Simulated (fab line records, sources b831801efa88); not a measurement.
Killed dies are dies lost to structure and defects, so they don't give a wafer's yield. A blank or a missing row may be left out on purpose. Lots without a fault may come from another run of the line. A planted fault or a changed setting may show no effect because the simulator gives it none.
Which tool did it? | flow gf180mcu | 7 lots, 21 wafers sampled, at 4 steps of a route of 602

WHAT THE GAUGES READ, wafer by wafer
GF_V4_THK_MEAS_01.
lot  | measured     | on            | V4_CVD_00_THK (nm)
L576 | day 23 11:58 | film_metro-01 | 591 596 592
L578 | day 24 10:29 | film_metro-03 | 607 594 595
L580 | day 25 02:17 | film_metro-01 | 604 596 599
L582 | day 26 02:27 | film_metro-02 | 598 593 589
L584 | day 26 09:35 | film_metro-02 | 614 601 604
L587 | day 27 17:51 | film_metro-01 | 594 596 610
L597 | day 30 10:36 | film_metro-01 | 598 595 596

WHICH TOOL RAN EACH LOT (tool, then ch and the chambers of the sampled wafers, then the start)
lot  | GF_STI_WET_ETCH_26             | GF_V2_ETCH_17                                 | GF_V3_CVD_23
L576 | wet_bench-03 ch 3, day 2 09:14 | rie_diel-02 ch 0,1,3, day 22 11:28 or earlier | cvd_w-02 ch 0,1, day 22 11:28
L578 | wet_bench-02 ch 1, day 2 19:08 | rie_diel-02 ch 0,2,3, day 23 10:22 or earlier | cvd_w-02 ch 1, day 23 10:22
L580 | wet_bench-04 ch 2, day 3 05:22 | rie_diel-02 ch 0,1,3, day 24 02:36 or earlier | cvd_w-02 ch 0, day 24 02:36
L582 | wet_bench-04 ch 2, day 3 16:01 | rie_diel-02 ch 0,2,3, day 25 03:10 or earlier | cvd_w-01 ch 0,1, day 25 03:10
L584 | wet_bench-02 ch 1, day 4 01:36 | rie_diel-01 ch 2,3, day 25 10:30 or earlier   | cvd_w-01 ch 0,1, day 25 10:30
L587 | wet_bench-02 ch 1, day 4 17:48 | rie_diel-02 ch 1,2,3, day 26 20:16 or earlier | cvd_w-01 ch 0,1, day 26 20:16
L597 | wet_bench-02 ch 3, day 6 21:05 | rie_diel-02 ch 0,1,3, day 29 13:28 or earlier | cvd_w-01 ch 0,1, day 29 13:28
- GF_STI_WET_ETCH_26: etches SiO2 in dHF, target depth 94 nm, time 188 s.
- GF_V2_ETCH_17: etches SiO2 in C4F8/O2/Ar, stops on TiN, target depth 630 nm.
- GF_V3_CVD_23: deposits W, target thk 350 nm, time 104.9 s.

THE ANSWER, worked out from the rows above alone
Rule: what is usual is taken from the lots themselves. Put in order of their means at a reading, lots are off if they are a third of the lots or fewer, leave a main group of 4 or more, and stand apart from it by a gap of 3 or more times the standard deviation of the main group's means; of several such gaps the widest counts. A main group whose means are all the same, to the digits that the tables above print for the reading, isn't used. A lot without any number at a reading at which 4 lots or more have one is off too. The other lots that the step has rows for count as sound.
No lot is off at any reading shown: from this, nothing can be told.

WHAT THE SIMULATOR HAD PUT IN
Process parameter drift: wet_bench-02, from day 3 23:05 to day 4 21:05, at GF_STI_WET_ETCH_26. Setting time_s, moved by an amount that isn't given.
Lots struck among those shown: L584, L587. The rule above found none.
